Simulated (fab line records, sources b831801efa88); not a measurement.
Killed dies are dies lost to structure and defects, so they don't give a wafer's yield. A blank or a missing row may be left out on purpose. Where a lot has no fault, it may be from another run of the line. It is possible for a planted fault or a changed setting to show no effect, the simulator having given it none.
fab line records	flow sky130
record lots=24	wafers=72	lastDay=50
route steps=708 shown FIELD_ISO@26 DNWELL@44 METAL3@532 METAL4@635 METAL5@675 PAD_OPEN@702
lots untouched by any fault: they come from a run of this same line in which no faults occurred
startH: hours from the record's first day to the start of the lot's first wafer shown	waitH: hours elapsed since this lot's preceding step	" as in the row above	L1.1+2: a row that stands for several wafers	- either no value or no given start	* or withheld: withheld	< > ~ a bound
route shown NAME@n: NAME is a module with steps in the file, n the number in the route of the first one	usual: mean and standard deviation over wafers with no fault	same: alike in all rows	chamber/n: place in a boat	sites: per-site readings	_std_site: standard deviation of those values	_edge_site: the outer-site mean with the inner-site mean subtracted	radiusMm: for every site, how far away it sits from the centre of the wafer	mask NAME#n: copy n	behind: tool/chamber where the wafer was last shaped	hold: cause of the lot's hold/its duration in hours/its outcome	device: whichever transistor did not switch (one of n, p or np)	end of line: tests of these same wafers at the route's end	step lacking rows: just its recipe	killed: at the first sort, the dies lost to defects and structure; wafer yield is something else	map: shows each die of a wafer: x if killed, . if not, _ if none is there
set.NAME: the setting that was run; set.NAME@STEP: the one run at that earlier step	model.NAME: the simulator's own value behind a step, which no gauge read
the route's steps for a sample of lots (tables are steps, rows are wafers)
services: a tool's chamber out of use, with start hour (startH, from the record's first day; less than 0 if before it), hours out, and reason
## steps
# step SKY_FIELD_ISO_THK_MEAS_25
# recipe reads=SiO2_of_FIELD_ISO_CVD_24
# usual FIELD_ISO_CVD_24_THK=595/6.5
lot.wafer	tool	chamber	startH	waitH	FIELD_ISO_CVD_24_THK[nm]
L074.1	filmMetro-01	-	35.19	0.0	588
L074.4	"	-	"	"	594
L074.6	"	-	"	"	590
L075.3	filmMetro-04	-	36.38	0.1	578
L075.5	"	-	"	"	593
L075.6	"	-	"	"	583
L076.4	filmMetro-01	-	41.45	0.0	590
L076.5	"	-	"	"	592
L076.6	"	-	"	"	595
L077.1	filmMetro-04	-	47.73	0.0	594
L077.4	"	-	"	"	591
L077.6	"	-	"	"	600
L078.2	filmMetro-02	-	53.33	0.0	609
L078.5	"	-	"	"	613
L078.6	"	-	"	"	592
L079.2	filmMetro-02	-	55.85	0.0	603
L079.3	"	-	"	"	597
L079.4	"	-	"	"	595
L080.1	filmMetro-04	-	62.07	0.0	603
L080.3	"	-	"	"	600
L080.5	"	-	"	"	600
L081.1	filmMetro-04	-	69.26	0.0	586
L081.4	"	-	"	"	595
L081.5	"	-	"	"	593
L082.1	filmMetro-01	-	73.64	0.0	595
L082.5	"	-	"	"	589
L082.6	"	-	"	"	599
L083.1	filmMetro-04	-	78.97	0.0	593
L083.3	"	-	"	"	591
L083.6	"	-	"	"	595
L084.2	filmMetro-01	-	79.05	0.0	592
L084.5	"	-	"	"	591
L084.6	"	-	"	"	589
L085.1	filmMetro-04	-	86.69	0.0	589
L085.4	"	-	"	"	592
L085.6	"	-	"	"	597
L086.4	filmMetro-01	-	92.97	0.0	594
L086.5	"	-	"	"	598
L086.6	"	-	"	"	585
L087.1	filmMetro-02	-	99.52	0.0	600
L087.2	"	-	"	"	602
L087.6	"	-	"	"	602
L088.2	filmMetro-01	-	109.11	0.0	588
L088.5	"	-	"	"	593
L088.6	"	-	"	"	595
L089.3	filmMetro-01	-	110.73	0.1	601
L089.4	"	-	"	"	582
L089.6	"	-	"	"	591
L090.1	filmMetro-02	-	114.92	0.0	604
L090.2	"	-	"	"	596
L090.4	"	-	"	"	599
L091.4	filmMetro-04	-	120.36	0.0	600
L091.5	"	-	"	"	602
L091.6	"	-	"	"	600
L092.2	filmMetro-04	-	124.92	0.0	588
L092.5	"	-	"	"	594
L092.6	"	-	"	"	582
L093.1	filmMetro-02	-	129.14	0.0	611
L093.4	"	-	"	"	598
L093.5	"	-	"	"	596
L094.1	filmMetro-02	-	137.43	0.0	595
L094.3	"	-	"	"	593
L094.6	"	-	"	"	593
L095.1	filmMetro-01	-	144.27	0.0	585
L095.3	"	-	"	"	601
L095.5	"	-	"	"	585
L096.2	filmMetro-04	-	146.85	0.0	591
L096.4	"	-	"	"	596
L096.6	"	-	"	"	599
L097.2	filmMetro-04	-	151.03	0.0	595
L097.3	"	-	"	"	599
L097.6	"	-	"	"	592
# step SKY_DNWELL_TW_MEAS_09
# usual DNWELL_TW=1108/14
lot.wafer	tool	chamber	startH	waitH	DNWELL_TW
L074.1	filmMetro-04	-	55.82	0.1	1118
L074.4	"	-	"	"	1122
L074.6	"	-	"	"	1120
L075.3	filmMetro-03	-	58.39	0.1	1107
L075.5	"	-	"	"	1107
L075.6	"	-	"	"	1104
L076.4	filmMetro-02	-	65.45	0.1	1100
L076.5	"	-	"	"	1101
L076.6	"	-	"	"	1107
L077.1	filmMetro-03	-	69.72	0.1	1102
L077.4	"	-	"	"	1105
L077.6	"	-	"	"	1102
L078.2	filmMetro-02	-	74.17	0.1	1100
L078.5	"	-	"	"	1105
L078.6	"	-	"	"	1098
L079.2	filmMetro-04	-	75.73	0.1	1134
L079.3	"	-	"	"	1128
L079.4	"	-	"	"	1134
L080.1	filmMetro-04	-	82.92	0.1	1130
L080.3	"	-	"	"	1130
L080.5	"	-	"	"	1126
L081.1	filmMetro-04	-	90.67	0.1	1122
L081.4	"	-	"	"	1122
L081.5	"	-	"	"	1122
L082.1	filmMetro-03	-	99.87	0.1	1101
L082.5	"	-	"	"	1101
L082.6	"	-	"	"	1103
L084.2	filmMetro-03	-	102.43	0.1	1113
L084.5	"	-	"	"	1108
L084.6	"	-	"	"	1100
L083.1	filmMetro-04	-	102.77	0.1	1133
L083.3	"	-	"	"	1131
L083.6	"	-	"	"	1124
L085.1	filmMetro-03	-	108.97	0.1	1096
L085.4	"	-	"	"	1094
L085.6	"	-	"	"	1103
L086.4	filmMetro-04	-	116.40	0.1	1116
L086.5	"	-	"	"	1120
L086.6	"	-	"	"	1120
L087.1	filmMetro-02	-	122.17	0.1	1085
L087.2	"	-	"	"	1090
L087.6	"	-	"	"	1093
L088.2	filmMetro-04	-	132.44	0.1	1129
L088.5	"	-	"	"	1127
L088.6	"	-	"	"	1131
L089.3	filmMetro-04	-	135.90	0.1	1127
L089.4	"	-	"	"	1131
L089.6	"	-	"	"	1128
L090.1	filmMetro-02	-	140.92	0.1	1093
L090.2	"	-	"	"	1095
L090.4	"	-	"	"	1094
L091.4	filmMetro-02	-	144.60	0.1	1101
L091.5	"	-	"	"	1102
L091.6	"	-	"	"	1105
L092.2	filmMetro-03	-	149.88	0.1	1097
L092.5	"	-	"	"	1096
L092.6	"	-	"	"	1097
L093.1	filmMetro-03	-	155.62	0.1	1084
L093.4	"	-	"	"	1081
L093.5	"	-	"	"	1083
L094.1	filmMetro-02	-	165.77	0.1	1095
L094.3	"	-	"	"	1102
L094.6	"	-	"	"	1099
L095.1	filmMetro-03	-	170.12	0.1	1097
L095.3	"	-	"	"	1093
L095.5	"	-	"	"	1095
L096.2	filmMetro-03	-	173.63	0.1	1098
L096.4	"	-	"	"	1097
L096.6	"	-	"	"	1098
L097.2	filmMetro-03	-	176.98	0.1	1096
L097.3	"	-	"	"	1105
L097.6	"	-	"	"	1101
# step SKY_METAL3_SPUTTER_00
# recipe material=Ti	targetThkNm=15	powerW=3000	timeS=10	chamberPressurePa=0.4
# usual chamberPressurePa=0.4000/0.00079	throttleValvePct=29.9/1.3
lot.wafer	tool	chamber	startH	waitH	chamberPressurePa	throttleValvePct
L074.1	pvdSputter-04	-	851.86	0.1	0.3993	29.4
L074.4	"	-	"	"	0.3991	28.5
L074.6	"	-	"	"	0.4003	28.7
L075.3	pvdSputter-02	-	853.39	0.1	0.4000	30.7
L075.5	"	-	"	"	0.4023	31.0
L075.6	"	-	"	"	0.3991	30.0
L076.4	pvdSputter-04	-	871.69	0.1	0.3997	30.4
L076.5	"	-	"	"	0.4003	28.7
L076.6	"	-	"	"	0.3998	30.6
L077.1	pvdSputter-01	-	873.99	0.1	0.3995	30.0
L077.4	"	-	"	"	0.3985	27.4
L077.6	"	-	"	"	0.3999	30.0
L079.2	pvdSputter-01	-	874.95	0.1	0.3993	30.4
L079.3	"	-	"	"	0.3994	30.0
L079.4	"	-	"	"	0.4011	32.1
L078.2	pvdSputter-04	-	880.10	0.1	0.3992	30.4
L078.5	"	-	"	"	0.4017	28.7
L078.6	"	-	"	"	0.3994	30.7
L080.1	pvdSputter-01	-	902.15	0.2	0.4006	30.0
L080.3	"	-	"	"	0.3999	27.2
L080.5	"	-	"	"	0.3997	30.5
L081.1	pvdSputter-02	-	908.45	0.2	0.4008	30.1
L081.4	"	-	"	"	0.4008	29.6
L081.5	"	-	"	"	0.4007	30.9
L082.1	pvdSputter-01	-	912.13	0.2	0.4009	32.0
L082.5	"	-	"	"	0.4011	32.2
L082.6	"	-	"	"	0.4008	30.4
L083.1	pvdSputter-04	-	912.59	0.1	0.3996	29.4
L083.3	"	-	"	"	0.3989	28.6
L083.6	"	-	"	"	0.3984	29.6
L085.1	pvdSputter-02	-	912.90	0.1	0.4000	30.6
L085.4	"	-	"	"	0.3986	30.9
L085.6	"	-	"	"	0.3993	31.0
L084.2	pvdSputter-02	-	926.35	0.2	0.3988	30.9
L084.5	"	-	"	"	0.4002	31.0
L084.6	"	-	"	"	0.3990	29.6
L086.4	pvdSputter-02	-	941.39	0.1	0.3993	30.4
L086.5	"	-	"	"	0.4013	30.7
L086.6	"	-	"	"	0.3994	30.3
L087.1	pvdSputter-04	-	949.81	0.1	0.4001	29.6
L087.2	"	-	"	"	0.3991	28.6
L087.6	"	-	"	"	0.3997	30.6
L088.2	pvdSputter-01	-	963.37	0.1	0.4007	31.8
L088.5	"	-	"	"	0.3999	27.4
L088.6	"	-	"	"	0.4001	30.2
L090.1	pvdSputter-04	-	966.80	0.2	0.3998	30.6
L090.2	"	-	"	"	0.4005	28.5
L090.4	"	-	"	"	0.4008	29.6
L089.3	pvdSputter-01	-	968.70	0.1	0.4005	30.4
L089.4	"	-	"	"	0.4001	27.2
L089.6	"	-	"	"	0.3994	30.2
L091.4	pvdSputter-04	-	972.95	0.2	0.3996	30.7
L091.5	"	-	"	"	0.4000	28.8
L091.6	"	-	"	"	0.3991	29.2
L092.2	pvdSputter-04	-	974.08	0.1	0.4009	29.7
L092.5	"	-	"	"	0.4005	29.5
L092.6	"	-	"	"	0.4003	28.6
L093.1	pvdSputter-01	-	999.03	0.1	0.4008	32.1
L093.4	"	-	"	"	0.4016	29.9
L093.5	"	-	"	"	0.4007	32.0
L095.1	pvdSputter-04	-	1002.20	0.1	0.3995	29.3
L095.3	"	-	"	"	0.3995	30.4
L095.5	"	-	"	"	0.3990	28.9
L094.1	pvdSputter-01	-	1003.10	0.1	0.4014	27.2
L094.3	"	-	"	"	0.3996	32.2
L094.6	"	-	"	"	0.4004	30.1
L096.2	pvdSputter-01	-	1007.66	0.2	0.4012	30.0
L096.4	"	-	"	"	0.4002	30.2
L096.6	"	-	"	"	0.3992	32.0
L097.2	pvdSputter-04	-	1009.16	0.1	0.4008	29.5
L097.3	"	-	"	"	0.4010	29.0
L097.6	"	-	"	"	0.3996	28.6
# step SKY_METAL4_STRIP_19
# recipe chemistry=O2/N2	powerW=1400	pressureMtorr=1500	platenTempC=withheld	o2FlowSccm=3000	n2FlowSccm=300	overashFraction=0.5
# usual chamberPressureMTorr=1499.9/1.3	drypumpMotorCurrentA=5.6/0.57	oesProductAu=0.503/0.0069	stripTimeToEndpointS=6.55/0.11
lot.wafer	tool	chamber	startH	waitH	chamberPressureMTorr	drypumpMotorCurrentA	oesProductAu	rfHoursCounterH	stripTimeToEndpointS
L074.1	plasmaAsher-03	1	984.15	0.1	1500.2	5.9	0.501	89	6.55
L074.4	"	0	"	"	1500.1	5.0	0.506	-	6.61
L074.6	"	1	"	"	1500.4	5.9	0.507	-	6.60
L075.3	plasmaAsher-02	0	984.34	0.1	1499.3	6.8	0.502	-	6.58
L075.5	"	0	"	"	1500.3	6.8	0.499	-	6.59
L075.6	"	1	"	"	1499.2	5.3	0.506	-	6.60
L076.4	plasmaAsher-03	0	1002.19	0.1	1500.2	5.0	0.500	-	6.51
L076.5	"	0	"	"	1498.2	5.1	0.502	-	6.49
L076.6	"	1	"	"	1500.3	5.9	0.494	-	6.57
L077.1	plasmaAsher-04	0	1005.01	0.1	1499.2	5.6	0.509	116	6.59
L077.4	"	1	"	"	1500.8	5.1	0.510	-	6.65
L077.6	"	1	"	"	1499.0	5.2	0.508	-	6.61
L079.2	plasmaAsher-03	1	1005.66	0.1	1501.0	5.9	0.509	91	6.59
L079.3	"	0	"	"	1502.3	5.0	0.505	-	6.61
L079.4	"	1	"	"	1499.5	5.9	0.499	-	6.47
L078.2	plasmaAsher-04	0	1006.65	0.1	1499.4	5.7	0.494	117	6.36
L078.5	"	1	"	"	1498.9	5.2	0.511	-	6.42
L078.6	"	0	"	"	1497.8	5.7	0.513	-	6.70
L080.1	plasmaAsher-04	0	1024.45	0.1	1500.1	5.6	0.495	118	6.52
L080.3	"	0	"	"	1499.8	5.6	0.506	-	6.50
L080.5	"	0	"	"	1499.7	5.6	0.513	-	6.61
L081.1	plasmaAsher-03	0	1033.56	0.1	1500.4	5.1	0.508	94	6.43
L081.4	"	0	"	"	1500.8	5.0	0.488	-	6.36
L081.5	"	0	"	"	1504.0	5.0	0.505	-	6.71
L083.1	plasmaAsher-02	0	1036.07	0.1	1497.5	6.8	0.512	57	6.65
L083.3	"	0	"	"	1500.0	6.8	0.497	-	6.54
L083.6	"	1	"	"	1500.4	5.3	0.501	-	6.63
L085.1	plasmaAsher-04	0	1036.19	0.1	1499.7	5.6	0.485	120	6.35
L085.4	"	0	"	"	1499.8	5.6	0.503	-	6.59
L085.6	"	1	"	"	1499.4	5.2	0.507	-	6.63
L082.1	plasmaAsher-02	0	1037.31	0.1	1497.6	6.8	0.509	57	6.57
L082.5	"	1	"	"	1498.9	5.3	0.507	-	6.61
L082.6	"	0	"	"	1501.7	6.8	0.496	-	6.43
L084.2	plasmaAsher-04	1	1049.56	0.1	1499.9	5.1	0.504	120	6.43
L084.5	"	1	"	"	1499.8	5.2	0.511	-	6.67
L084.6	"	0	"	"	1499.1	5.6	0.506	-	6.46
L086.4	plasmaAsher-03	0	1063.09	0.1	1498.5	5.0	0.513	-	6.69
L086.5	"	0	"	"	1499.2	5.1	0.501	-	6.69
L086.6	"	1	"	"	1500.5	5.9	0.494	-	6.39
L087.1	plasmaAsher-04	0	1070.75	0.1	1500.1	5.7	0.496	0	6.27
L087.2	"	1	"	"	1498.4	5.1	0.507	0	6.58
L087.6	"	1	"	"	1499.9	5.1	0.510	-	6.68
L088.2	plasmaAsher-03	1	1080.61	0.1	1498.0	5.9	0.507	98	6.65
L088.5	"	0	"	"	1496.8	5.0	0.495	-	6.45
L088.6	"	1	"	"	1500.2	5.9	0.513	-	6.70
L090.1	plasmaAsher-02	0	1084.15	0.1	1500.2	6.7	0.490	62	6.38
L090.2	"	1	"	"	1499.1	5.3	0.503	62	6.64
L090.4	"	0	"	"	1498.7	6.7	0.487	-	6.37
L089.3	plasmaAsher-03	0	1084.89	0.1	1503.0	5.1	0.506	-	6.65
L089.4	"	1	"	"	1502.1	5.9	0.496	-	6.55
L089.6	"	0	"	"	1500.8	5.0	0.500	-	6.66
L091.4	plasmaAsher-03	1	1090.29	0.1	1498.7	5.9	0.511	-	6.63
L091.5	"	0	"	"	1499.6	5.0	0.494	-	6.55
L091.6	"	1	"	"	1499.4	5.9	0.506	-	6.61
L092.2	plasmaAsher-02	0	1092.05	0.1	1498.8	6.8	0.500	62	6.33
L092.5	"	1	"	"	1499.6	5.3	0.496	-	6.54
L092.6	"	0	"	"	1500.9	6.8	0.494	-	6.31
L093.1	plasmaAsher-03	1	1112.59	0.1	1496.6	5.9	0.504	101	6.62
L093.4	"	1	"	"	1500.0	5.9	0.502	-	6.64
L093.5	"	1	"	"	1499.5	5.9	0.491	-	6.51
L095.1	plasmaAsher-04	1	1115.24	0.3	1498.4	5.1	0.494	5	6.33
L095.3	"	0	"	"	1500.6	5.6	0.494	-	6.41
L095.5	"	1	"	"	1498.8	5.2	0.493	-	6.39
L094.1	plasmaAsher-03	1	1117.24	0.1	1500.4	5.9	0.511	102	6.67
L094.3	"	1	"	"	1500.6	5.9	0.498	-	6.68
L094.6	"	1	"	"	1498.6	5.9	0.509	-	6.64
L096.2	plasmaAsher-02	1	1120.96	0.1	1500.5	5.3	0.502	65	6.56
L096.4	"	1	"	"	1498.9	5.3	0.508	-	6.60
L096.6	"	1	"	"	1500.0	5.3	0.501	-	6.54
L097.2	plasmaAsher-02	1	1122.87	0.1	1499.5	5.3	0.509	66	6.63
L097.3	"	0	"	"	1500.0	6.7	0.501	-	6.47
L097.6	"	0	"	"	1503.1	6.8	0.502	-	6.52
# step SKY_METAL5_DESCUM_14
# recipe chemistry=O2	sourcePowerW=150	biasPowerW=0	pressureMtorr=10	tempC=40	timeS=11
# usual chamberPressureMTorr=10.001/0.0094	drypumpMotorCurrentA=5.7/0.37	oesProductAu=0.996/0.012
lot.wafer	tool	chamber	startH	waitH	chamberPressureMTorr	drypumpMotorCurrentA	oesProductAu	rfHoursCounterH
L074.1	rieMetal-04	0	1032.37	0.1	10.010	5.3	0.984	18
L074.4	"	1	"	"	9.991	6.1	0.992	-
L074.6	"	1	"	"	9.984	6.1	0.994	-
L075.3	rieMetal-01	1	1033.74	0.1	10.008	5.7	1.004	-
L075.5	"	1	"	"	10.008	5.7	0.993	-
L075.6	"	0	"	"	10.008	5.9	1.007	-
L076.4	rieMetal-04	1	1051.19	0.1	10.016	6.0	0.982	-
L076.5	"	0	"	"	10.009	5.3	0.990	-
L076.6	"	1	"	"	10.005	6.1	0.978	-
L077.1	rieMetal-01	0	1053.07	0.1	9.979	5.9	1.005	19
L077.4	"	1	"	"	10.000	5.7	0.995	-
L077.6	"	0	"	"	9.999	5.9	1.006	-
L079.2	rieMetal-04	0	1053.77	0.1	9.993	5.3	0.998	20
L079.3	"	0	"	"	10.003	5.3	1.010	-
L079.4	"	1	"	"	9.996	6.0	0.992	-
L078.2	rieMetal-04	1	1055.52	0.1	10.010	6.1	0.983	15
L078.5	"	0	"	"	9.995	5.3	0.995	-
L078.6	"	1	"	"	9.986	6.1	0.984	-
L080.1	rieMetal-04	1	1071.27	0.1	10.010	6.0	0.980	16
L080.3	"	0	"	"	9.989	5.3	0.996	-
L080.5	"	0	"	"	10.007	5.3	0.999	-
L081.1	rieMetal-04	1	1079.27	0.1	10.006	6.1	0.987	16
L081.4	"	0	"	"	10.007	5.3	0.991	-
L081.5	"	1	"	"	10.002	6.0	0.978	-
L083.1	rieMetal-04	0	1081.02	0.1	10.008	5.3	1.003	22
L083.3	"	0	"	"	10.012	5.3	0.992	-
L083.6	"	1	"	"	10.017	6.1	0.988	-
L085.1	rieMetal-03	0	1081.32	0.1	10.019	5.1	0.993	22
L085.4	"	1	"	"	10.008	6.0	1.022	-
L085.6	"	0	"	"	9.992	5.1	0.984	-
L082.1	rieMetal-04	1	1083.72	0.1	10.001	6.1	0.978	17
L082.5	"	1	"	"	10.001	6.1	0.991	-
L082.6	"	0	"	"	9.997	5.3	1.005	-
L084.2	rieMetal-04	0	1094.83	0.1	9.985	5.3	0.989	23
L084.5	"	1	"	"	10.006	6.1	0.989	-
L084.6	"	0	"	"	9.992	5.3	1.003	-
L086.4	rieMetal-03	1	1107.48	0.1	10.014	6.0	1.018	-
L086.5	"	0	"	"	9.997	5.1	0.982	-
L086.6	"	1	"	"	10.001	6.0	1.024	-
L087.1	rieMetal-04	1	1114.17	0.1	10.008	6.1	0.995	19
L087.2	"	0	"	"	9.994	5.3	0.989	24
L087.6	"	1	"	"	10.020	6.1	0.986	-
L088.2	rieMetal-01	1	1123.39	0.1	10.013	5.7	1.010	-
L088.5	"	1	"	"	9.992	5.7	1.007	-
L088.6	"	1	"	"	10.005	5.7	1.005	-
L090.1	rieMetal-03	1	1125.28	0.1	9.998	6.0	1.009	21
L090.2	"	0	"	"	9.987	5.1	0.989	25
L090.4	"	1	"	"	9.994	6.0	1.021	-
L089.3	rieMetal-03	0	1126.89	0.1	9.997	5.1	0.988	-
L089.4	"	1	"	"	10.011	5.9	1.022	-
L089.6	"	1	"	"	9.993	5.9	1.010	-
L091.4	rieMetal-01	1	1131.53	0.1	9.999	5.7	1.008	-
L091.5	"	1	"	"	10.001	5.7	0.997	-
L091.6	"	0	"	"	9.998	5.9	1.006	-
L092.2	rieMetal-04	1	1133.68	0.1	10.000	6.1	0.971	21
L092.5	"	0	"	"	9.993	5.3	0.991	-
L092.6	"	1	"	"	9.999	6.1	0.988	-
L093.1	rieMetal-04	0	1151.03	0.1	9.983	5.3	0.992	27
L093.4	"	1	"	"	10.001	6.1	0.981	-
L093.5	"	0	"	"	10.021	5.3	0.991	-
L095.1	rieMetal-03	0	1154.47	0.1	10.000	5.1	0.975	27
L095.3	"	0	"	"	9.993	5.1	0.984	-
L095.5	"	0	"	"	10.001	5.1	0.986	-
L094.1	rieMetal-03	1	1156.62	0.1	9.981	6.0	1.019	24
L094.3	"	0	"	"	10.003	5.1	0.986	-
L094.6	"	0	"	"	10.001	5.1	0.992	-
L096.2	rieMetal-01	1	1161.83	0.1	10.010	5.7	0.996	-
L096.4	"	1	"	"	10.004	5.7	1.001	-
L096.6	"	1	"	"	9.999	5.7	0.999	-
L097.2	rieMetal-04	0	1162.82	0.1	10.009	5.3	0.996	28
L097.3	"	0	"	"	9.991	5.3	0.996	-
L097.6	"	1	"	"	9.987	6.1	0.984	-
# step SKY_PAD_OPEN_STRIP_08
# recipe chemistry=O2/N2	powerW=1400	pressureMtorr=1500	platenTempC=withheld	overashFraction=0.7	o2FlowSccm=3000	n2FlowSccm=300
# usual chamberPressureMTorr=1500.0/1.4	drypumpMotorCurrentA=5.6/0.58	oesProductAu=0.663/0.0047	stripTimeToEndpointS=37.02/0.12
lot.wafer	tool	chamber	startH	waitH	chamberPressureMTorr	drypumpMotorCurrentA	oesProductAu	rfHoursCounterH	stripTimeToEndpointS
L074.1	plasmaAsher-04	0	1078.98	0.1	1499.7	5.6	0.663	1	36.82
L074.4	"	0	"	"	1498.0	5.6	0.658	-	36.78
L074.6	"	0	"	"	1501.1	5.6	0.665	-	36.83
L075.3	plasmaAsher-03	1	1079.11	0.1	1500.3	6.0	0.666	-	37.01
L075.5	"	0	"	"	1501.6	5.0	0.672	-	37.03
L075.6	"	1	"	"	1500.7	5.9	0.657	-	37.06
L076.4	plasmaAsher-02	1	1095.51	0.1	1497.4	5.3	0.663	-	37.02
L076.5	"	1	"	"	1501.4	5.3	0.657	-	37.08
L076.6	"	0	"	"	1502.0	6.8	0.664	-	37.01
L077.1	plasmaAsher-03	1	1096.59	0.1	1499.5	5.9	0.656	100	36.93
L077.4	"	1	"	"	1500.6	5.9	0.658	-	36.90
L077.6	"	1	"	"	1498.9	5.9	0.663	-	36.92
L079.2	plasmaAsher-02	0	1097.29	0.1	1501.0	6.8	0.667	63	36.94
L079.3	"	1	"	"	1499.3	5.3	0.667	-	36.94
L079.4	"	0	"	"	1498.8	6.8	0.668	-	37.05
L078.2	plasmaAsher-04	0	1099.13	0.1	1499.7	5.6	0.667	3	37.12
L078.5	"	0	"	"	1500.5	5.6	0.668	-	37.07
L078.6	"	1	"	"	1498.6	5.2	0.667	-	36.97
L080.1	plasmaAsher-02	0	1113.78	0.1	1500.4	6.8	0.658	64	36.88
L080.3	"	1	"	"	1498.1	5.3	0.665	-	36.94
L080.5	"	0	"	"	1499.3	6.7	0.658	-	36.89
L081.1	plasmaAsher-03	0	1120.99	0.1	1501.2	5.0	0.659	103	37.09
L081.4	"	1	"	"	1500.2	5.9	0.657	-	37.08
L081.5	"	0	"	"	1501.5	5.1	0.665	-	36.99
L083.1	plasmaAsher-03	1	1123.18	0.1	1500.3	5.9	0.674	103	37.03
L083.3	"	0	"	"	1498.1	5.0	0.667	-	36.96
L083.6	"	1	"	"	1499.1	5.9	0.660	-	37.09
L085.1	plasmaAsher-02	1	1123.48	0.1	1500.1	5.3	0.659	66	37.15
L085.4	"	0	"	"	1499.1	6.7	0.668	-	37.21
L085.6	"	1	"	"	1499.4	5.3	0.661	-	37.21
L082.1	plasmaAsher-03	0	1124.43	0.1	1500.8	5.0	0.656	104	37.15
L082.5	"	1	"	"	1499.0	5.9	0.665	-	37.15
L082.6	"	0	"	"	1500.1	5.0	0.659	-	37.12
L084.2	plasmaAsher-03	1	1134.03	0.1	1498.4	5.9	0.673	105	36.86
L084.5	"	0	"	"	1498.6	5.1	0.655	-	36.85
L084.6	"	1	"	"	1496.7	5.9	0.667	-	36.95
L086.4	plasmaAsher-03	1	1146.67	0.1	1500.5	5.9	0.664	-	37.09
L086.5	"	0	"	"	1497.7	5.0	0.661	-	37.23
L086.6	"	1	"	"	1499.2	5.9	0.660	-	37.24
L087.1	plasmaAsher-04	0	1151.48	0.1	1499.3	5.7	0.661	8	37.11
L087.2	"	1	"	"	1499.0	5.1	0.662	8	37.17
L087.6	"	1	"	"	1499.7	5.1	0.666	-	37.10
L088.2	plasmaAsher-02	1	1160.98	0.1	1499.7	5.3	0.668	70	37.05
L088.5	"	1	"	"	1502.6	5.3	0.670	-	37.00
L088.6	"	0	"	"	1498.3	6.8	0.663	-	37.02
L090.1	plasmaAsher-04	0	1162.54	0.1	1500.3	5.7	0.659	9	37.03
L090.2	"	1	"	"	1499.6	5.2	0.669	9	37.05
L090.4	"	0	"	"	1500.3	5.6	0.660	-	36.97
L089.3	plasmaAsher-03	1	1164.27	0.1	1501.5	5.9	0.661	-	37.06
L089.4	"	0	"	"	1499.5	5.0	0.664	-	37.00
L089.6	"	0	"	"	1498.2	5.0	0.659	-	36.97
L091.4	plasmaAsher-03	1	1167.42	0.1	1501.4	5.9	0.659	-	37.33
L091.5	"	0	"	"	1498.7	5.0	0.666	-	37.30
L091.6	"	1	"	"	1499.3	5.9	0.663	-	37.26
L092.2	plasmaAsher-03	0	1170.13	0.1	1499.0	5.0	0.665	108	37.12
L092.5	"	0	"	"	1500.7	5.0	0.654	-	37.09
L092.6	"	1	"	"	1499.0	5.9	0.658	-	37.14
L093.1	plasmaAsher-03	0	1185.53	0.1	1498.4	5.0	0.661	110	37.07
L093.4	"	0	"	"	1499.3	5.0	0.660	-	37.06
L093.5	"	1	"	"	1498.3	5.9	0.662	-	37.04
L095.1	plasmaAsher-03	1	1187.63	0.1	1501.9	5.9	0.669	110	37.06
L095.3	"	1	"	"	1501.2	5.9	0.664	-	36.98
L095.5	"	0	"	"	1502.1	5.0	0.669	-	37.01
L094.1	plasmaAsher-02	0	1190.03	0.1	1500.6	6.7	0.655	72	36.94
L094.3	"	0	"	"	1498.9	6.7	0.659	-	36.89
L094.6	"	0	"	"	1502.2	6.8	0.657	-	36.89
L096.2	plasmaAsher-02	0	1195.39	0.1	1500.3	6.8	0.655	72	37.05
L096.4	"	1	"	"	1500.0	5.3	0.662	-	37.07
L096.6	"	0	"	"	1500.9	6.8	0.661	-	37.04
L097.2	plasmaAsher-03	1	1196.83	0.1	1499.3	5.9	0.670	111	36.98
L097.3	"	1	"	"	1499.6	5.9	0.664	-	36.96
L097.6	"	1	"	"	1503.1	5.9	0.665	-	36.86
## services
tool	chamber	startH	hours	kind
pvdSputter-02	-	878.85	3.7	repair
pvdSputter-01	-	885.11	7.9	repair
pvdSputter-04	-	886.72	13.6	repair
plasmaAsher-04	-	890.24	4.4	repair
pvdSputter-01	-	921.14	2.2	repair
pvdSputter-02	-	942.10	84.7	repair
rieMetal-03	-	945.62	1.4	pm
rieMetal-03	-	947.72	14.6	pm
pvdSputter-04	-	961.59	1.0	repair
pvdSputter-02	-	1009.48	8.0	repair
pvdSputter-01	-	1041.24	1.4	repair
plasmaAsher-04	-	1055.25	9.0	pm
plasmaAsher-04	0	1055.25	9.0	ventCycle
pvdSputter-01	-	1071.19	1.2	repair
rieMetal-01	0	1076.67	5.7	repair
rieMetal-03	0	1094.27	1.4	repair
rieMetal-01	0	1097.02	31.0	repair
rieMetal-03	0	1111.55	5.8	repair
pvdSputter-01	-	1120.32	4.8	repair
plasmaAsher-04	-	1120.79	12.1	repair
pvdSputter-04	-	1164.43	4.9	repair
rieMetal-03	-	1164.46	0.5	repair
rieMetal-01	1	1177.31	17.3	repair
plasmaAsher-02	-	1192.57	1.5	repair
## key
fault none
